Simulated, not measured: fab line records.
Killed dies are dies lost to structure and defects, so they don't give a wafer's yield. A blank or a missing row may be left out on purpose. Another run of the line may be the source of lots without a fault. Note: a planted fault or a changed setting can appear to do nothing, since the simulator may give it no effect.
What tool caused it? || flow gf180mcu || 12 lots, 36 wafers sampled, at 6 steps of a route of 602

== WHAT THE GAUGES READ, wafer by wafer ==
GF_HV_LDD_OVL_MEAS_32. Usual: HV_LDD_02_OVL 0.6 nm, standard deviation 1.5.
{"lot": "L383", "measured": "day 11 13:17", "on": "overlay-01", "HV_LDD_02_OVL (nm)": "2.5 2.0 1.3", "flag": ""}
{"lot": "L384", "measured": "day 11 21:52", "on": "overlay-02", "HV_LDD_02_OVL (nm)": "-1.7 -2.4 1.7", "flag": ""}
{"lot": "L388", "measured": "day 13 05:25", "on": "overlay-02", "HV_LDD_02_OVL (nm)": "-0.8 -1.2 1.7", "flag": ""}
{"lot": "L390", "measured": "day 13 20:07", "on": "overlay-01", "HV_LDD_02_OVL (nm)": "0.3 2.2 0.6", "flag": ""}
{"lot": "L392", "measured": "day 14 15:43", "on": "overlay-01", "HV_LDD_02_OVL (nm)": "0.4 1.0 1.1", "flag": ""}
{"lot": "L395", "measured": "day 15 13:09", "on": "overlay-01", "HV_LDD_02_OVL (nm)": "2.3 0.8 3.2", "flag": ""}
{"lot": "L396", "measured": "day 15 19:58", "on": "overlay-01", "HV_LDD_02_OVL (nm)": "-0.2 0.6 0.4", "flag": ""}
{"lot": "L399", "measured": "day 17 01:14", "on": "overlay-01", "HV_LDD_02_OVL (nm)": "0.0 0.4 0.6", "flag": ""}
{"lot": "L401", "measured": "day 17 12:59", "on": "overlay-01", "HV_LDD_02_OVL (nm)": "-0.8 0.8 -0.9", "flag": ""}
{"lot": "L402", "measured": "day 17 21:16", "on": "overlay-02", "HV_LDD_02_OVL (nm)": "-1.1 -1.5 -0.7", "flag": ""}
{"lot": "L404", "measured": "day 18 14:34", "on": "overlay-02", "HV_LDD_02_OVL (nm)": "-2.2 0.5 -0.4", "flag": ""}
{"lot": "L405", "measured": "day 18 20:54", "on": "overlay-02", "HV_LDD_02_OVL (nm)": "3.1 0.1 1.6", "flag": ""}

GF_PSD_RS_MEAS_14: uses a four-point probe to measure. Usual: NSD_RS 46.14 ohm/sq, standard deviation 0.09.
{"lot": "L383", "measured": "day 14 03:31", "on": "film-metro-02", "NSD_RS (ohm/sq)": "46.16 46.21 46.21", "flag": ""}
{"lot": "L384", "measured": "day 14 12:40", "on": "film-metro-01", "NSD_RS (ohm/sq)": "46.07 46.17 46.17", "flag": ""}
{"lot": "L388", "measured": "day 16 00:24", "on": "film-metro-04", "NSD_RS (ohm/sq)": "46.09 46.17 46.14", "flag": ""}
{"lot": "L390", "measured": "day 16 18:07", "on": "film-metro-04", "NSD_RS (ohm/sq)": "46.09 46.10 45.90", "flag": ""}
{"lot": "L392", "measured": "day 17 14:54", "on": "film-metro-01", "NSD_RS (ohm/sq)": "46.04 46.14 46.13", "flag": ""}
{"lot": "L395", "measured": "day 18 13:31", "on": "film-metro-01", "NSD_RS (ohm/sq)": "45.96 46.01 46.03", "flag": ""}
{"lot": "L396", "measured": "day 18 21:01", "on": "film-metro-02", "NSD_RS (ohm/sq)": "46.14 46.14 46.28", "flag": ""}
{"lot": "L399", "measured": "day 20 05:07", "on": "film-metro-02", "NSD_RS (ohm/sq)": "46.36 46.23 46.15", "flag": ""}
{"lot": "L401", "measured": "day 20 17:53", "on": "film-metro-02", "NSD_RS (ohm/sq)": "46.28 46.15 46.28", "flag": ""}
{"lot": "L402", "measured": "day 21 01:03", "on": "film-metro-02", "NSD_RS (ohm/sq)": "46.66 46.59 46.58", "flag": "OFF"}
{"lot": "L404", "measured": "day 21 18:31", "on": "film-metro-04", "NSD_RS (ohm/sq)": "46.23 46.35 46.16", "flag": ""}
{"lot": "L405", "measured": "day 22 00:35", "on": "film-metro-02", "NSD_RS (ohm/sq)": "46.56 46.49 46.56", "flag": "OFF"}

GF_V2_BOW_MEAS_05. Usual: V2_BOW 98 um, standard deviation 7.4.
{"lot": "L383", "measured": "day 19 02:41", "on": "film-metro-03", "V2_BOW (um)": "113 96 99", "flag": ""}
{"lot": "L384", "measured": "day 19 12:35", "on": "film-metro-01", "V2_BOW (um)": "106 105 106", "flag": ""}
{"lot": "L388", "measured": "day 21 04:26", "on": "film-metro-01", "V2_BOW (um)": "88 93 104", "flag": ""}
{"lot": "L390", "measured": "day 22 00:09", "on": "film-metro-04", "V2_BOW (um)": "83 86 90", "flag": ""}
{"lot": "L392", "measured": "day 22 22:42", "on": "film-metro-03", "V2_BOW (um)": "105 103 106", "flag": ""}
{"lot": "L395", "measured": "day 23 17:49", "on": "film-metro-04", "V2_BOW (um)": "104 95 104", "flag": ""}
{"lot": "L396", "measured": "day 24 02:04", "on": "film-metro-03", "V2_BOW (um)": "99 111 105", "flag": ""}
{"lot": "L399", "measured": "day 25 09:08", "on": "film-metro-04", "V2_BOW (um)": "93 90 104", "flag": ""}
{"lot": "L401", "measured": "day 25 19:16", "on": "film-metro-04", "V2_BOW (um)": "95 98 105", "flag": ""}
{"lot": "L402", "measured": "day 26 00:45", "on": "film-metro-01", "V2_BOW (um)": "84 91 91", "flag": ""}
{"lot": "L404", "measured": "day 26 18:01", "on": "film-metro-03", "V2_BOW (um)": "97 104 93", "flag": ""}
{"lot": "L405", "measured": "day 26 21:54", "on": "film-metro-04", "V2_BOW (um)": "87 98 88", "flag": ""}

GF_V2_OVL_MEAS_15. Usual: V2_OVL -3 nm, standard deviation 5.9.
{"lot": "L383", "measured": "day 20 03:20", "on": "overlay-02", "V2_OVL (nm)": "-1 -9 -5", "flag": ""}
{"lot": "L384", "measured": "day 20 12:58", "on": "overlay-01", "V2_OVL (nm)": "5 -3 -7", "flag": ""}
{"lot": "L388", "measured": "day 22 03:53", "on": "overlay-02", "V2_OVL (nm)": "-7 -4 -1", "flag": ""}
{"lot": "L390", "measured": "day 22 23:49", "on": "overlay-02", "V2_OVL (nm)": "-13 -4 -2", "flag": ""}
{"lot": "L392", "measured": "day 23 21:52", "on": "overlay-01", "V2_OVL (nm)": "-5 2 -8", "flag": ""}
{"lot": "L395", "measured": "day 24 16:19", "on": "overlay-01", "V2_OVL (nm)": "-3 -8 1", "flag": ""}
{"lot": "L396", "measured": "day 25 00:28", "on": "overlay-02", "V2_OVL (nm)": "-7 -16 -12", "flag": ""}
{"lot": "L399", "measured": "day 26 06:10", "on": "overlay-01", "V2_OVL (nm)": "7 4 1", "flag": ""}
{"lot": "L401", "measured": "day 26 16:02", "on": "overlay-02", "V2_OVL (nm)": "-6 -3 -9", "flag": ""}
{"lot": "L402", "measured": "day 26 21:37", "on": "overlay-01", "V2_OVL (nm)": "-4 2 -1", "flag": ""}
{"lot": "L404", "measured": "day 27 13:49", "on": "overlay-01", "V2_OVL (nm)": "-6 -13 -3", "flag": ""}
{"lot": "L405", "measured": "day 27 18:05", "on": "overlay-02", "V2_OVL (nm)": "-7 4 4", "flag": ""}

== EACH LOT AND THE TOOL THAT RAN IT (in order: tool; ch and the chambers of the sampled wafers; start) ==
{"lot": "L383", "GF_NSD_IMPLANT_09": "implanter-03 ch 0, day 13 07:24", "GF_NSD_STRIP_11": "plasma-asher-03 ch 0,1, day 13 07:41"}
{"lot": "L384", "GF_NSD_IMPLANT_09": "implanter-03 ch 0, day 13 16:22", "GF_NSD_STRIP_11": "plasma-asher-03 ch 0,1, day 13 16:40"}
{"lot": "L388", "GF_NSD_IMPLANT_09": "implanter-03 ch 0, day 15 02:11", "GF_NSD_STRIP_11": "plasma-asher-04 ch 0,1, day 15 02:28"}
{"lot": "L390", "GF_NSD_IMPLANT_09": "implanter-04 ch 0, day 15 18:53", "GF_NSD_STRIP_11": "plasma-asher-03 ch 0,1, day 15 19:11"}
{"lot": "L392", "GF_NSD_IMPLANT_09": "implanter-03 ch 0, day 16 14:59", "GF_NSD_STRIP_11": "plasma-asher-03 ch 0,1, day 16 15:16"}
{"lot": "L395", "GF_NSD_IMPLANT_09": "implanter-04 ch 0, day 17 13:35", "GF_NSD_STRIP_11": "plasma-asher-03 ch 0,1, day 17 13:52"}
{"lot": "L396", "GF_NSD_IMPLANT_09": "implanter-02 ch 0, day 17 21:16", "GF_NSD_STRIP_11": "plasma-asher-02 ch 0,1, day 17 21:34"}
{"lot": "L399", "GF_NSD_IMPLANT_09": "implanter-02 ch 0, day 19 03:52", "GF_NSD_STRIP_11": "plasma-asher-02 ch 0,1, day 19 04:10"}
{"lot": "L401", "GF_NSD_IMPLANT_09": "implanter-02 ch 0, day 19 18:07", "GF_NSD_STRIP_11": "plasma-asher-03 ch 0,1, day 19 18:25"}
{"lot": "L402", "GF_NSD_IMPLANT_09": "implanter-02 ch 0, day 20 00:41", "GF_NSD_STRIP_11": "plasma-asher-04 ch 0,1, day 20 00:59"}
{"lot": "L404", "GF_NSD_IMPLANT_09": "implanter-03 ch 0, day 20 17:34", "GF_NSD_STRIP_11": "plasma-asher-03 ch 0,1, day 20 17:52"}
{"lot": "L405", "GF_NSD_IMPLANT_09": "implanter-02 ch 0, day 21 00:35", "GF_NSD_STRIP_11": "plasma-asher-04 ch 0,1, day 21 00:52"}
- GF_NSD_IMPLANT_09
- GF_NSD_STRIP_11: strips in O2/N2.

== WHAT THE TOOLS THEMSELVES READ (means of the sampled wafers that have a number; where no wafer has one, the mark that the record gives instead) ==
GF_NSD_IMPLANT_09. Usual: beam-energy-keV 59.998, standard deviation 0.02; dose-ions-cm2 3.999e+15, standard deviation 4.3e+12; tilt-deg 6.998 degrees, standard deviation 0.02.
{"lot": "L383", "tool": "implanter-03", "beam-energy-keV": 60.014, "dose-ions-cm2": 3.993e+15, "tilt-deg (degrees)": 6.992, "flag": ""}
{"lot": "L384", "tool": "implanter-03", "beam-energy-keV": 59.979, "dose-ions-cm2": 3.998e+15, "tilt-deg (degrees)": 6.996, "flag": ""}
{"lot": "L388", "tool": "implanter-03", "beam-energy-keV": 60.009, "dose-ions-cm2": 4.006e+15, "tilt-deg (degrees)": 7.009, "flag": ""}
{"lot": "L390", "tool": "implanter-04", "beam-energy-keV": 59.989, "dose-ions-cm2": 3.999e+15, "tilt-deg (degrees)": 6.991, "flag": ""}
{"lot": "L392", "tool": "implanter-03", "beam-energy-keV": 59.971, "dose-ions-cm2": 3.998e+15, "tilt-deg (degrees)": 6.995, "flag": ""}
{"lot": "L395", "tool": "implanter-04", "beam-energy-keV": 60.011, "dose-ions-cm2": 3.998e+15, "tilt-deg (degrees)": 7.023, "flag": ""}
{"lot": "L396", "tool": "implanter-02", "beam-energy-keV": 60.014, "dose-ions-cm2": 4.000e+15, "tilt-deg (degrees)": 7.000, "flag": ""}
{"lot": "L399", "tool": "implanter-02", "beam-energy-keV": 59.984, "dose-ions-cm2": 4.003e+15, "tilt-deg (degrees)": 7.015, "flag": ""}
{"lot": "L401", "tool": "implanter-02", "beam-energy-keV": 60.004, "dose-ions-cm2": 3.999e+15, "tilt-deg (degrees)": 6.963, "flag": ""}
{"lot": "L402", "tool": "implanter-02", "beam-energy-keV": 58.705, "dose-ions-cm2": 3.997e+15, "tilt-deg (degrees)": 6.987, "flag": "OFF"}
{"lot": "L404", "tool": "implanter-03", "beam-energy-keV": 60.001, "dose-ions-cm2": 3.997e+15, "tilt-deg (degrees)": 7.010, "flag": ""}
{"lot": "L405", "tool": "implanter-02", "beam-energy-keV": 58.696, "dose-ions-cm2": 4.004e+15, "tilt-deg (degrees)": 6.993, "flag": "OFF"}

GF_NSD_STRIP_11. Usual: drypump-motor-current-A 5.7 A, standard deviation 0.35; heater-power-w 336 W, standard deviation 34; oes-product-au 0.488 a.u., standard deviation 0.0045; strip-time-to-endpoint-s 22.95 s, standard deviation 0.047.
{"lot": "L383", "tool": "plasma-asher-03", "drypump-motor-current-A (A)": 5.4, "heater-power-w (W)": 332, "oes-product-au (a.u.)": 0.489, "strip-time-to-endpoint-s (s)": 23.04, "flag": ""}
{"lot": "L384", "tool": "plasma-asher-03", "drypump-motor-current-A (A)": 5.4, "heater-power-w (W)": 335, "oes-product-au (a.u.)": 0.487, "strip-time-to-endpoint-s (s)": 22.97, "flag": ""}
{"lot": "L388", "tool": "plasma-asher-04", "drypump-motor-current-A (A)": 6.0, "heater-power-w (W)": 356, "oes-product-au (a.u.)": 0.485, "strip-time-to-endpoint-s (s)": 22.92, "flag": ""}
{"lot": "L390", "tool": "plasma-asher-03", "drypump-motor-current-A (A)": 5.4, "heater-power-w (W)": 353, "oes-product-au (a.u.)": 0.484, "strip-time-to-endpoint-s (s)": 22.95, "flag": ""}
{"lot": "L392", "tool": "plasma-asher-03", "drypump-motor-current-A (A)": 5.4, "heater-power-w (W)": 354, "oes-product-au (a.u.)": 0.487, "strip-time-to-endpoint-s (s)": 22.92, "flag": ""}
{"lot": "L395", "tool": "plasma-asher-03", "drypump-motor-current-A (A)": 5.4, "heater-power-w (W)": 337, "oes-product-au (a.u.)": 0.485, "strip-time-to-endpoint-s (s)": 22.95, "flag": ""}
{"lot": "L396", "tool": "plasma-asher-02", "drypump-motor-current-A (A)": 5.7, "heater-power-w (W)": 305, "oes-product-au (a.u.)": 0.488, "strip-time-to-endpoint-s (s)": 22.95, "flag": ""}
{"lot": "L399", "tool": "plasma-asher-02", "drypump-motor-current-A (A)": 6.0, "heater-power-w (W)": 325, "oes-product-au (a.u.)": 0.490, "strip-time-to-endpoint-s (s)": 22.89, "flag": ""}
{"lot": "L401", "tool": "plasma-asher-03", "drypump-motor-current-A (A)": 5.4, "heater-power-w (W)": 351, "oes-product-au (a.u.)": 0.485, "strip-time-to-endpoint-s (s)": 22.88, "flag": ""}
{"lot": "L402", "tool": "plasma-asher-04", "drypump-motor-current-A (A)": 6.1, "heater-power-w (W)": 315, "oes-product-au (a.u.)": 0.490, "strip-time-to-endpoint-s (s)": 22.74, "flag": "OFF"}
{"lot": "L404", "tool": "plasma-asher-03", "drypump-motor-current-A (A)": 5.4, "heater-power-w (W)": 335, "oes-product-au (a.u.)": 0.488, "strip-time-to-endpoint-s (s)": 22.97, "flag": ""}
{"lot": "L405", "tool": "plasma-asher-04", "drypump-motor-current-A (A)": 6.0, "heater-power-w (W)": 354, "oes-product-au (a.u.)": 0.484, "strip-time-to-endpoint-s (s)": 22.84, "flag": ""}

== THE ANSWER, worked out from the rows above alone ==
Rule: a lot counts as off when the mean over its wafers that have a number is more than 3 standard deviations away from the usual mean. A lot without any number at a reading at which 4 lots or more have one is off too. The other lots that the step has rows for count as sound. The gauges are gone through in route order, then the tools' own readings, and for those a lot's mean is taken as printed above. At the first step where some lot is off, the reading lying furthest off is the one used; lots without a number count as furthest.
Off: at GF_PSD_RS_MEAS_14 (NSD_RS), L402, L405.
If a tool, at a process step before that reading, ran all the lots that are off and no sound lot after the first of them, it fits. Not tried: the gauges at GF_PSD_RS_MEAS_14; whatever is off there is also off at GF_NSD_IMPLANT_09, on other tools, and gauge error can't account for it. Can't be told from this: 2 tools fit, implanter-02 at GF_NSD_IMPLANT_09, plasma-asher-04 at GF_NSD_STRIP_11.

== WHAT THE SIMULATOR PUT IN ==
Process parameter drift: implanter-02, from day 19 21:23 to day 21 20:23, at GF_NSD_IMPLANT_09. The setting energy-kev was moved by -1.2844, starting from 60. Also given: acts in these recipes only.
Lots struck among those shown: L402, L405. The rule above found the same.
